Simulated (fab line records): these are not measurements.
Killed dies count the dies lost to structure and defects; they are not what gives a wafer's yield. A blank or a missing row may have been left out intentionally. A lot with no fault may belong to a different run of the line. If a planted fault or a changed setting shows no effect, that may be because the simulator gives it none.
Which tool did it? ; flow gf180mcu ; 13 lots, 39 wafers sampled, at 4 steps of a route of 602

WHAT EACH GAUGE READ, for each wafer
GF_LVPWELL_TW_MEAS_11. Usual: LVPWELL_TW typically reads 556, with standard deviation 3.7.
lot;measured;on;LVPWELL_TW;flag
L266;day 4 03:29;film metro-03;556 556 558;
L267;day 4 09:56;film metro-03;558 560 557;
L268;day 4 13:31;film metro-03;554 558 556;
L269;day 4 20:07;film metro-03;557 555 557;
L270;day 5 02:44;film metro-03;559 559 557;
L271;day 5 06:17;film metro-03;558 560 559;
L276;day 6 10:32;film metro-01;558 558 557;
L277;day 6 16:17;film metro-03;556 558 559;
L278;day 6 21:58;film metro-04;556 556 556;
L279;day 7 05:50;film metro-04;550 552 550;
L280;day 7 10:32;film metro-04;550 551 554;
L286;day 8 20:53;film metro-04;553 551 552;
L288;day 9 06:28;film metro-04;551 551 554;

GF_VT_IMPLANT_OVL_MEAS_07. Usual: VT_IMPLANT_OVL typically reads 0.8 nm, with standard deviation 1.3.
lot;measured;on;VT_IMPLANT_OVL (nm);flag
L266;day 5 22:26;overlay-01;1.2 0.7 1.8;
L267;day 6 04:29;overlay-01;-1.7 0.3 0.4;
L268;day 6 08:55;overlay-01;4.5 2.6 4.0;
L269;day 6 17:02;overlay-02;0.4 0.1 -0.2;
L270;day 6 22:46;overlay-02;0.6 1.4 -0.6;
L271;day 7 06:28;overlay-02;0.4 -0.2 0.9;
L276;day 8 10:29;overlay-02;1.0 0.0 0.7;
L277;day 8 17:26;overlay-02;1.9 -0.3 0.3;
L278;day 8 23:10;overlay-02;-1.0 0.9 -0.5;
L279;day 9 08:28;overlay-01;3.0 1.2 1.3;
L280;day 9 13:08;overlay-02;3.1 0.0 2.1;
L286;day 11 02:53;overlay-02;0.4 -1.2 -2.1;
L288;day 11 12:41;overlay-01;0.8 0.6 1.2;

WHAT TOOL EACH LOT RAN ON (gives the tool, then ch and the chambers of the sampled wafers, and finally the start)
lot;GF_MVSD_COAT_02;GF_MVSD_STRIP_10
L266;litho track-02 ch 0, day 4 09:50;plasma asher-01 ch 0,1, day 4 17:13
L267;litho track-03 ch 0, day 4 15:51;plasma asher-02 ch 0,1, day 4 23:58
L268;litho track-02 ch 0, day 4 20:20;plasma asher-04 ch 0,1, day 5 03:59
L269;litho track-03 ch 0, day 5 03:15;plasma asher-01 ch 0,1, day 5 10:59
L270;litho track-03 ch 0, day 5 09:21;plasma asher-04 ch 0,1, day 5 16:56
L271;litho track-01 ch 0, day 5 13:28;plasma asher-02 ch 0,1, day 5 20:58
L276;litho track-03 ch 0, day 6 18:01;plasma asher-01 ch 0,1, day 7 01:59
L277;litho track-03 ch 0, day 7 00:00;plasma asher-04 ch 0,1, day 7 08:23
L278;litho track-02 ch 0, day 7 05:23;plasma asher-01 ch 0,1, day 7 13:59
L279;litho track-02 ch 0, day 7 13:56;plasma asher-02 ch 0,1, day 7 22:01
L280;litho track-02 ch 0, day 7 18:28;plasma asher-01 ch 0,1, day 8 02:55
L286;litho track-03 ch 0, day 9 05:12;plasma asher-04 ch 0,1, day 9 13:50
L288;litho track-03 ch 0, day 9 14:28;plasma asher-01 ch 0,1, day 9 23:53
- GF_MVSD_COAT_02: resist thk 3000 nm.
- GF_MVSD_STRIP_10: strips in O2/N2.

AS READ BY THE TOOLS THEMSELVES (means over the sampled wafers that have a number; for cases with no such wafer, the mark the record gives instead)
GF_MVSD_STRIP_10. Usual: chamber pressure mTorr 1500.1 mTorr, standard deviation 1.3; drypump motor current A 5.92 A, standard deviation 0.3; heater power w 332 W, standard deviation 25; oes product au 0.723 a.u., standard deviation 0.0047; strip time to endpoint s 36.94 s, standard deviation 0.1.
lot;tool;chamber pressure mTorr (mTorr);drypump motor current A (A);heater power w (W);oes product au (a.u.);strip time to endpoint s (s);flag
L266;plasma asher-01;1499.2;5.68;324;0.724;36.95;
L267;plasma asher-02;1500.8;6.21;334;0.731;36.96;
L268;plasma asher-04;1498.9;5.97;338;0.724;36.82;
L269;plasma asher-01;1501.1;5.55;346;0.726;36.87;
L270;plasma asher-04;1500.4;6.09;323;0.724;36.83;
L271;plasma asher-02;1499.9;6.22;335;0.718;37.02;
L276;plasma asher-01;1499.3;5.69;318;0.721;36.94;
L277;plasma asher-04;1499.2;6.11;330;0.722;36.92;
L278;plasma asher-01;1500.7;5.53;347;0.718;33.89;OFF
L279;plasma asher-02;1500.5;6.22;341;0.718;34.04;OFF
L280;plasma asher-01;1500.6;5.55;343;0.722;33.85;OFF
L286;plasma asher-04;1499.7;6.09;329;0.722;36.90;
L288;plasma asher-01;1500.0;5.70;318;0.726;36.93;

THE ANSWER, worked out from the rows above alone
Rule: take the mean of a lot's wafers that have a number; if it is more than 3 standard deviations from the usual mean, the lot is off. A lot without any number at a reading at which 4 lots or more have one is off too. Any other lot the step has rows for is counted as sound. After the gauges, taken in route order, come the tools' own readings; for these a lot's mean is taken, as printed above. The first step at which some lot is off is used, and at that step the reading that is off furthest; a lot without a number counts as furthest.
Off: L278, L279, L280 (GF_MVSD_STRIP_10, strip time to endpoint s).
A tool fits if, at that step or a process step before it, it ran every lot that is off, and no sound lot after the first of them. One fits: litho track-02 at GF_MVSD_COAT_02. A fault onset in the window from L268 (day 4 20:20, its last sound lot) to L278 (day 7 05:23, its first lot off) fits.

WHAT THE SIMULATOR HAD INSERTED
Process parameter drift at GF_MVSD_COAT_02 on litho track-02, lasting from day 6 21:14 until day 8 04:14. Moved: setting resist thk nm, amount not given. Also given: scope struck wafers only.
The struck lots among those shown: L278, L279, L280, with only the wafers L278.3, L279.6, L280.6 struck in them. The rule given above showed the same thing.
